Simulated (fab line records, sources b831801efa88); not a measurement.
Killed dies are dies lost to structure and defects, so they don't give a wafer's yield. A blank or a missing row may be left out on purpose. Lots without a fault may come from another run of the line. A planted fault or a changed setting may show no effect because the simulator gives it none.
fab line records | flow sky130
record lots=13 wafers=39 last_day=50
route steps=708 shown LOCAL_INTERCONNECT@403 PASSIVATION@683 PAD_OPEN@702
lots that met no fault: from a run of the same line without faults
start_h: hours from the record's first day to the start of the lot's first wafer shown | wait_h: hours since the lot's step before | " the same as in the row above | L1.1+2: a row that stands for several wafers | - no value, or no start given | * or withheld: withheld | < > ~ a bound
route shown NAME@n: a module of which the file shows steps, and the number in the route of the first | usual: mean/standard deviation of fault-free wafers | same: alike in all rows | chamber/n: place in a boat | sites: the reading at each site | _std_site: their standard deviation | _edge_site: outer sites' mean less inner sites' | radius_mm: how far each site lies from the wafer's centre | mask NAME#n: copy n | behind: the tool/chamber that last shaped the wafer | hold: why the lot was held/for how many hours/how that ended | device: the transistor (n, p or np) that didn't switch | end of line: the same wafers' tests at the end of the route | a step without rows: its recipe alone | killed: dies lost to structure and defects at the first sort, not the wafer's yield | map: a wafer's dies, x killed, . not, _ none there
set.NAME: the setting as run; set.NAME@STEP: as run at that earlier step | model.NAME: the simulator's own value behind a step, which no gauge read
steps of the route over a sample of lots; a table a step, a row a wafer
services: from which hour (start_h, from the record's first day; less than 0 if before it) a tool's chamber was out of use, for how many hours, and why
## steps
# step SKY_LOCAL_INTERCONNECT_STRIP_16
# recipe chemistry=post_etch_residue_remover time_s=1200 temp_c=72.5
# same time_s=1200
# columns lot.wafer tool chamber start_h wait_h
L109.2+3+4 wet_bench-03 1 712.70 0.1
L111.1+3+5 wet_bench-03 2 725.82 0.1
L112.2+4+5 wet_bench-03 0 732.20 0.1
L113.1+3+4 wet_bench-03 2 739.65 0.1
L115.3+5+6 wet_bench-03 3 766.90 0.0
L117.3+5+6 wet_bench-02 1 767.60 0.0
L116.1+4+5 wet_bench-03 1 768.79 0.1
L120.2+3+4 wet_bench-02 0 790.60 0.1
L121.1+5+6 wet_bench-03 1 795.25 0.1
L122.1+3+6 wet_bench-02 2 813.59 0.1
L123.3+5+6 wet_bench-02 0 814.37 0.0
L129.2+5+6 wet_bench-01 1 864.51 0.1
L132.1+3+5 wet_bench-02 0 891.06 0.1
# step SKY_PASSIVATION_CVD_02
# recipe material=Si3N4 target_thk_nm=540 temp_c=400 time_s=withheld rf_w=450
# usual heater_power_outer_w=416/58 heater_power_w=706/75 susceptor_temp_C=400.03/0.22
# columns lot.wafer tool chamber start_h wait_h heater_power_outer_w heater_power_w susceptor_temp_C
L109.2 pecvd-04 0 1037.86 0.0 398 653 399.84
L109.3 " 1 " " 344 666 400.33
L109.4 " 2 " " 448 751 400.24
L111.1 pecvd-02 1 1046.48 0.1 332 574 399.90
L111.3 " 0 " " 319 565 399.94
L111.5 " 2 " " 375 660 400.23
L112.2 pecvd-02 1 1052.10 0.0 380 621 399.90
L112.4 " 2 " " 330 603 399.91
L112.5 " 0 " " 405 678 400.10
L113.1 pecvd-04 2 1058.26 0.1 415 711 400.10
L113.3 " 2 " " 445 750 400.10
L113.4 " 1 " " 367 668 399.94
L115.3 pecvd-02 2 1077.94 0.0 356 646 399.95
L115.5 " 0 " " 397 662 400.15
L115.6 " 1 " " 361 575 400.20
L117.3 pecvd-04 0 1081.13 0.0 403 646 399.86
L117.5 " 0 " " 297 546 400.22
L117.6 " 2 " " 428 680 400.11
L116.1 pecvd-01 1 1081.51 0.1 471 825 400.05
L116.4 " 1 " " 359 655 399.81
L116.5 " 2 " " 406 710 400.07
L120.2 pecvd-04 2 1097.23 0.0 492 792 400.00
L120.3 " 1 " " 420 748 399.96
L120.4 " 0 " " 316 539 399.61
L121.1 pecvd-04 2 1102.61 0.1 488 794 399.74
L121.5 " 2 " " 502 805 399.65
L121.6 " 0 " " 374 642 400.02
L122.1 pecvd-01 0 1116.78 0.1 523 809 399.88
L122.3 " 2 " " 379 673 400.03
L122.6 " 0 " " 543 818 400.12
L123.3 pecvd-04 0 1116.96 0.0 389 653 400.00
L123.5 " 1 " " 417 751 400.35
L123.6 " 0 " " 410 678 399.87
L129.2 pecvd-04 2 1154.77 0.0 445 706 399.94
L129.5 " 2 " " 470 773 400.07
L129.6 " 1 " " 400 732 399.85
L132.1 pecvd-04 2 1171.10 0.1 491 803 399.75
L132.3 " 1 " " 402 731 399.92
L132.5 " 1 " " 413 738 400.05
# step SKY_PASSIVATION_ETCH_11
# recipe chemistry=CF4/O2 target_depth_nm=725 stop_on=AlCu source_w=800 bias_w=150 pressure_mtorr=150 cf4_flow_sccm=80 O2_flow_sccm=10 time_s=161.1
# usual drypump_motor_current_A=6.0/0.56 oes_product_au=0.975/0.008 throttle_valve_pct=5.964/0.0089
# same time_s=161.1
# columns lot.wafer tool chamber start_h wait_h drypump_motor_current_A oes_product_au rf_hours_counter_h throttle_valve_pct
L109.2 rie_diel-03 0 1059.98 - 6.6 0.973 17 5.961
L109.3 " 1 " " 5.6 0.970 9 5.972
L109.4 " 0 " " 6.6 0.971 - 5.975
L111.1 rie_diel-03 1 1067.74 - 5.6 0.978 10 5.969
L111.3 " 3 " " 6.6 0.980 9 5.956
L111.5 " 3 " " 6.6 0.979 - 5.970
L112.2 rie_diel-02 1 1073.37 - 6.1 0.971 7 5.971
L112.4 " 3 " " 4.8 0.974 15 5.982
L112.5 " 3 " " 4.8 0.980 - 5.954
L113.1 rie_diel-02 2 1079.84 - 6.4 0.963 12 5.945
L113.3 " 1 " " 6.1 0.980 7 5.967
L113.4 " 3 " " 4.8 0.978 16 5.961
L115.3 rie_diel-04 2 1097.28 - 6.4 0.977 20 5.973
L115.5 " 2 " " 6.4 0.987 - 5.968
L115.6 " 3 " " 6.1 0.984 - 5.968
L117.3 rie_diel-02 0 1102.02 - 5.9 0.965 4 5.967
L117.5 " 3 " " 4.8 0.980 - 5.961
L117.6 " 0 " " 5.9 0.973 - 5.968
L116.1 rie_diel-04 3 1102.58 - 6.1 0.976 19 5.964
L116.4 " 1 " " 6.2 0.982 - 5.951
L116.5 " 2 " " 6.4 0.980 - 5.983
L120.2 rie_diel-04 3 1117.58 - 6.1 0.965 19 5.953
L120.3 " 0 " " 5.0 0.967 17 5.981
L120.4 " 1 " " 6.3 0.977 23 5.958
L121.1 rie_diel-03 1 1122.93 - 5.6 0.964 11 5.974
L121.5 " 3 " " 6.6 0.972 - 5.972
L121.6 " 2 " " 5.5 0.990 - 5.980
L122.1 rie_diel-04 2 1136.12 - 6.4 0.979 22 5.969
L122.3 " 1 " " 6.3 0.961 23 5.960
L122.6 " 1 " " 6.3 0.968 - 5.961
L123.3 rie_diel-02 3 1136.18 - 4.8 0.971 18 5.966
L123.5 " 0 " " 5.9 0.978 - 5.959
L123.6 " 1 " " 6.1 0.973 - 5.947
L129.2 rie_diel-02 3 1172.22 - 4.8 0.964 20 5.968
L129.5 " 2 " " 6.3 0.966 - 5.965
L129.6 " 3 " " 4.8 0.970 - 5.951
L132.1 rie_diel-03 0 1187.07 - 6.5 0.966 22 5.962
L132.3 " 2 " " 5.5 0.964 4 5.950
L132.5 " 2 " " 5.6 0.980 - 5.963
# step SKY_PAD_OPEN_STRIP_08
# recipe chemistry=O2/N2 power_w=1400 pressure_mtorr=1500 platen_temp_c=withheld overash_fraction=0.7 o2_flow_sccm=3000 n2_flow_sccm=300
# usual drypump_motor_current_A=5.8/0.41 oes_product_au=0.663/0.0044 strip_time_to_endpoint_s=37.08/0.11
# columns lot.wafer tool chamber start_h wait_h drypump_motor_current_A oes_product_au rf_hours_counter_h strip_time_to_endpoint_s
L109.2 plasma_asher-03 0 1081.44 0.1 5.2 0.658 63 37.01
L109.3 " 1 " " 5.7 0.661 - 37.08
L109.4 " 0 " " 5.2 0.668 - 37.10
L111.1 plasma_asher-03 0 1089.09 0.1 5.2 0.658 64 37.12
L111.3 " 1 " " 5.7 0.665 - 37.01
L111.5 " 1 " " 5.7 0.668 - 37.16
L112.2 plasma_asher-01 0 1094.04 0.1 5.7 0.670 93 36.93
L112.4 " 1 " " 6.1 0.665 - 36.92
L112.5 " 1 " " 6.1 0.660 - 37.07
L113.1 plasma_asher-03 1 1100.54 0.1 5.7 0.667 65 37.18
L113.3 " 1 " " 5.7 0.667 - 37.05
L113.4 " 0 " " 5.2 0.665 - 37.10
L115.3 plasma_asher-01 0 1117.28 0.1 5.7 0.663 - 37.09
L115.5 " 0 " " 5.7 0.661 - 37.11
L115.6 " 1 " " 6.1 0.671 - 37.12
L117.3 plasma_asher-03 1 1121.77 0.1 5.8 0.661 - 37.29
L117.5 " 1 " " 5.8 0.659 - 37.26
L117.6 " 0 " " 5.2 0.659 - 37.17
L116.1 plasma_asher-02 0 1122.14 0.1 6.3 0.663 39 37.10
L116.4 " 0 " " 6.3 0.651 - 37.06
L116.5 " 1 " " 6.5 0.664 - 37.02
L120.2 plasma_asher-02 1 1135.79 0.1 6.5 0.660 41 37.08
L120.3 " 0 " " 6.2 0.657 - 37.16
L120.4 " 1 " " 6.5 0.665 - 36.99
L121.1 plasma_asher-01 1 1141.89 0.1 6.1 0.665 98 37.05
L121.5 " 0 " " 5.7 0.669 - 36.97
L121.6 " 1 " " 6.1 0.664 - 37.00
L122.1 plasma_asher-02 1 1153.99 0.1 6.5 0.660 43 37.05
L122.3 " 1 " " 6.5 0.662 - 36.99
L122.6 " 1 " " 6.5 0.667 - 37.06
L123.3 plasma_asher-03 0 1154.08 0.1 5.2 0.659 - 37.03
L123.5 " 0 " " 5.2 0.661 - 36.99
L123.6 " 1 " " 5.7 0.664 - 36.94
L129.2 plasma_asher-01 0 1188.69 0.1 5.7 0.672 103 36.85
L129.5 " 1 " " 6.1 0.664 - 36.90
L129.6 " 0 " " 5.7 0.663 - 36.96
L132.1 plasma_asher-01 0 1201.74 0.1 5.7 0.666 105 36.85
L132.3 " 1 " " 6.1 0.655 - 36.90
L132.5 " 1 " " 6.1 0.665 - 36.89
# step SKY_PAD_OPEN_PROBE_99
# usual killed_at_M0_to_M3=43/6.3 killed_at_M4_up=3.3/1.7 killed_at_contacts=24/5.4 killed_at_front_end=16/4.6 killed_at_other=0.4/0.7 killed_dies=87/9.4 killed_open=47/6.9 killed_short=39/6.1
# same gross_dies=492 killed_at_back_side=0
# columns lot.wafer tool chamber start_h wait_h killed_at_M0_to_M3 killed_at_M4_up killed_at_contacts killed_at_front_end killed_at_other killed_dies killed_open killed_short
L113.1 prober-01 - 1102.79 0.1 37 5 29 16 0 87 44 43
L113.3 prober-01 - 1102.89 0.2 38 7 19 16 0 80 43 37
L113.4 prober-01 - 1102.94 0.2 42 3 27 17 1 90 56 33
L115.3 prober-01 - 1119.56 0.2 42 3 31 11 0 87 52 35
L115.5 prober-01 - 1119.66 0.2 48 3 21 14 1 87 43 43
L115.6 prober-01 - 1119.71 0.2 39 2 23 13 0 77 41 36
L116.1 prober-01 - 1124.44 0.1 43 4 22 13 0 82 45 37
L116.4 prober-01 - 1124.59 0.2 52 2 21 17 0 92 53 38
L116.5 prober-01 - 1124.64 0.2 43 2 21 16 0 82 40 42
L120.2 prober-01 - 1138.09 0.1 34 3 21 12 0 70 40 30
L120.3 prober-01 - 1138.14 0.2 52 3 21 11 2 89 46 41
L120.4 prober-01 - 1138.19 0.2 50 5 25 19 2 101 55 45
L121.1 prober-01 - 1144.28 0.1 50 3 20 19 0 92 52 40
L121.5 prober-01 - 1144.48 0.2 41 7 15 21 0 84 40 44
L121.6 prober-01 - 1144.53 0.2 43 1 23 19 1 87 47 40
L122.1 prober-02 - 1156.85 0.1 49 3 35 13 0 100 35 41
L122.3 prober-02 - 1156.95 0.2 54 2 42 9 0 107 47 33
L122.6 prober-02 - 1157.10 0.2 54 3 40 13 0 110 55 30
L123.3 prober-01 - 1157.07 0.2 37 3 64 8 1 113 43 33
L123.5 prober-01 - 1157.17 0.2 49 5 56 16 0 126 49 43
L123.6 prober-01 - 1157.22 0.2 41 4 58 13 0 116 41 36
# killed by level:class
L113.1 CONTACT:geometric_particle:open=12 METAL1:geometric_particle:short=7 VIA1:geometric_particle:open=7 FIELD_ISO:geometric_particle:open=6 LOCAL_INTERCONNECT:geometric_particle:short=5 VIA3:geometric_particle:open=5 FIELD_ISO:geometric_particle:short=4 METAL4:geometric_particle:short=4
L113.3 CONTACT:geometric_particle:open=9 VIA1:geometric_particle:open=8 METAL1:geometric_particle:short=6 VIA3:geometric_particle:open=6 FIELD_ISO:geometric_particle:open=5 FIELD_ISO:geometric_particle:short=5 VIA2:geometric_particle:open=5 METAL4:geometric_particle:short=5
L113.4 CONTACT:geometric_particle:open=10 VIA1:geometric_particle:open=9 LI_CONTACT:geometric_particle:open=8 VIA2:geometric_particle:open=8 VIA3:geometric_particle:open=6 POLY_GATE:geometric_particle:open=5 CONTACT:geometric_particle:short=5 VIA1:geometric_particle:short=5
L115.3 CONTACT:geometric_particle:open=15 VIA1:geometric_particle:open=9 VIA1:geometric_particle:short=7 VIA3:geometric_particle:open=6 LI_CONTACT:geometric_particle:open=6 FIELD_ISO:geometric_particle:open=5 LOCAL_INTERCONNECT:geometric_particle:short=5 METAL2:geometric_particle:short=4
L115.5 VIA3:geometric_particle:open=11 VIA1:geometric_particle:open=9 FIELD_ISO:geometric_particle:open=6 METAL2:geometric_particle:short=6 CONTACT:geometric_particle:short=5 CONTACT:geometric_particle:open=5 METAL3:geometric_particle:short=4 LI_CONTACT:geometric_particle:short=4
L115.6 VIA1:geometric_particle:open=15 CONTACT:geometric_particle:open=9 VIA1:geometric_particle:short=6 CONTACT:geometric_particle:short=6 FIELD_ISO:geometric_particle:open=4 METAL1:geometric_particle:short=4 VIA2:geometric_particle:open=4 POLY_GATE:geometric_particle:short=4
L116.1 LI_CONTACT:geometric_particle:open=8 VIA2:geometric_particle:open=8 CONTACT:geometric_particle:open=7 VIA3:geometric_particle:open=6 VIA2:geometric_particle:short=6 METAL1:geometric_particle:short=5 VIA1:geometric_particle:short=5 VIA1:geometric_particle:open=4
L116.4 VIA1:geometric_particle:open=15 VIA2:geometric_particle:open=8 LI_CONTACT:geometric_particle:open=6 VIA3:geometric_particle:open=6 FIELD_ISO:geometric_particle:open=5 CONTACT:geometric_particle:open=5 METAL1:geometric_particle:short=5 METAL3:geometric_particle:short=5
L116.5 CONTACT:geometric_particle:open=7 VIA1:geometric_particle:open=7 VIA2:geometric_particle:open=6 METAL3:geometric_particle:short=6 FIELD_ISO:geometric_particle:short=5 LI_CONTACT:geometric_particle:open=5 CONTACT:geometric_particle:short=5 SPACER:geometric_particle:short=4
L120.2 CONTACT:geometric_particle:open=9 LI_CONTACT:geometric_particle:open=7 METAL1:geometric_particle:short=7 VIA1:geometric_particle:open=5 FIELD_ISO:geometric_particle:short=4 METAL1:geometric_particle:open=4 VIA2:geometric_particle:open=4 VIA1:geometric_particle:short=3
L120.3 VIA2:geometric_particle:open=9 METAL1:geometric_particle:short=8 VIA3:geometric_particle:open=8 CONTACT:geometric_particle:open=7 VIA1:geometric_particle:open=7 VIA1:geometric_particle:short=6 CONTACT:geometric_particle:short=5 FIELD_ISO:geometric_particle:short=4
L120.4 CONTACT:geometric_particle:open=10 VIA1:geometric_particle:open=10 VIA1:geometric_particle:short=7 VIA3:geometric_particle:open=7 LI_CONTACT:geometric_particle:open=6 VIA2:geometric_particle:open=6 FIELD_ISO:geometric_particle:short=5 POLY_GATE:geometric_particle:open=5
L121.1 VIA1:geometric_particle:open=12 METAL2:geometric_particle:short=9 CONTACT:geometric_particle:open=8 VIA2:geometric_particle:open=8 VIA3:geometric_particle:open=6 FIELD_ISO:geometric_particle:short=5 POLY_GATE:geometric_particle:open=5 LI_CONTACT:geometric_particle:open=5
L121.5 METAL1:geometric_particle:short=8 VIA1:geometric_particle:open=7 POLY_GATE:geometric_particle:short=6 VIA1:geometric_particle:short=6 METAL2:geometric_particle:short=6 VIA3:geometric_particle:open=5 LI_CONTACT:geometric_particle:open=5 CONTACT:geometric_particle:open=5
L121.6 CONTACT:geometric_particle:open=11 VIA1:geometric_particle:open=7 FIELD_ISO:geometric_particle:open=7 VIA3:geometric_particle:open=7 METAL2:geometric_particle:short=7 FIELD_ISO:geometric_particle:short=5 POLY_GATE:geometric_particle:open=5 METAL1:geometric_particle:short=5
L122.1 LOCAL_INTERCONNECT:unspecified=21 VIA1:geometric_particle:short=8 VIA3:geometric_particle:open=8 VIA1:geometric_particle:open=6 METAL2:geometric_particle:short=6 LI_CONTACT:geometric_particle:open=5 VIA2:geometric_particle:open=5 METAL3:geometric_particle:short=5
L122.3 LOCAL_INTERCONNECT:unspecified=26 VIA1:geometric_particle:open=17 VIA3:geometric_particle:open=10 VIA1:geometric_particle:short=8 CONTACT:geometric_particle:open=7 VIA2:geometric_particle:open=6 CONTACT:geometric_particle:short=5 VIA3:geometric_particle:short=4
L123.3 LOCAL_INTERCONNECT:unspecified=36 VIA3:geometric_particle:open=9 LI_CONTACT:geometric_particle:open=8 CONTACT:geometric_particle:open=8 LOCAL_INTERCONNECT:geometric_particle:short=7 VIA1:geometric_particle:open=5 METAL1:geometric_particle:short=4 VIA1:geometric_particle:short=3
L122.6 LOCAL_INTERCONNECT:unspecified=22 VIA3:geometric_particle:open=13 VIA1:geometric_particle:open=11 VIA2:geometric_particle:open=10 CONTACT:geometric_particle:open=8 METAL2:geometric_particle:short=5 METAL1:geometric_particle:short=4 POLY_GATE:geometric_particle:open=3
L123.5 LOCAL_INTERCONNECT:unspecified=34 VIA3:geometric_particle:open=10 VIA1:geometric_particle:open=9 METAL1:geometric_particle:short=8 FIELD_ISO:geometric_particle:short=6 LI_CONTACT:geometric_particle:open=6 LOCAL_INTERCONNECT:geometric_particle:short=6 CONTACT:geometric_particle:open=6
L123.6 LOCAL_INTERCONNECT:unspecified=38 CONTACT:geometric_particle:open=10 VIA2:geometric_particle:open=7 VIA1:geometric_particle:open=6 METAL2:geometric_particle:short=6 FIELD_ISO:geometric_particle:short=5 METAL1:geometric_particle:short=5 LI_CONTACT:geometric_particle:open=4
## services
# columns tool chamber start_h hours kind
pecvd-04 2 711.78 6.8 repair
rie_diel-02 2 717.02 16.7 repair
wet_bench-02 - 732.03 3.0 repair
plasma_asher-01 - 741.95 15.6 pm
plasma_asher-03 - 744.24 3.9 repair
plasma_asher-03 - 749.64 1.1 repair
pecvd-04 0 759.62 15.2 repair
plasma_asher-03 - 767.87 2.1 repair
pecvd-04 1 769.46 10.7 repair
plasma_asher-03 - 786.20 2.8 pm
rie_diel-02 2 804.39 4.2 repair
plasma_asher-03 - 814.89 5.7 repair
plasma_asher-01 - 818.23 2.8 pm
rie_diel-02 - 826.44 15.6 pm
rie_diel-02 - 848.84 0.4 repair
wet_bench-02 - 856.45 1.9 pm
rie_diel-02 3 864.32 3.3 repair
plasma_asher-01 - 901.95 2.3 repair
rie_diel-02 - 904.30 0.5 repair
wet_bench-03 - 909.55 0.7 repair
pecvd-04 - 923.31 2.8 pm
pecvd-04 - 947.63 0.7 repair
pecvd-04 - 1135.89 0.7 repair
pecvd-04 0 1138.52 25.8 repair
## key
first_sign step=SKY_PAD_OPEN_PROBE_99 reading=killed_at_contacts direction=up sigmas=4.6 usual=24 struck=49
effect step=SKY_PAD_OPEN_PROBE_99 reading=killed_dies direction=up sigmas=2.6 usual=87 struck=112
met_at SKY_LOCAL_INTERCONNECT_STRIP_16
struck_lots L122,L123
tester_left_out L122,L123
not_acting_at SKY_PASSIVATION_CVD_02,SKY_PASSIVATION_ETCH_11,SKY_PAD_OPEN_STRIP_08
onset_between 790.60 813.59
fault kind=chamber_particle_source tool=wet_bench-02 chamber=- onset_h=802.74 steps=SKY_LOCAL_INTERCONNECT_STRIP_16 rate_per_visit_cm2=0.48966 end_h=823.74
# tester_left_out: of these lots the tester's yield and bins aren't shown, on N5 and GAA mostly nor the transistor test; their killed dies are dies lost to structure and defects alone, not to doping, threshold or leakage, so they don't give the yield
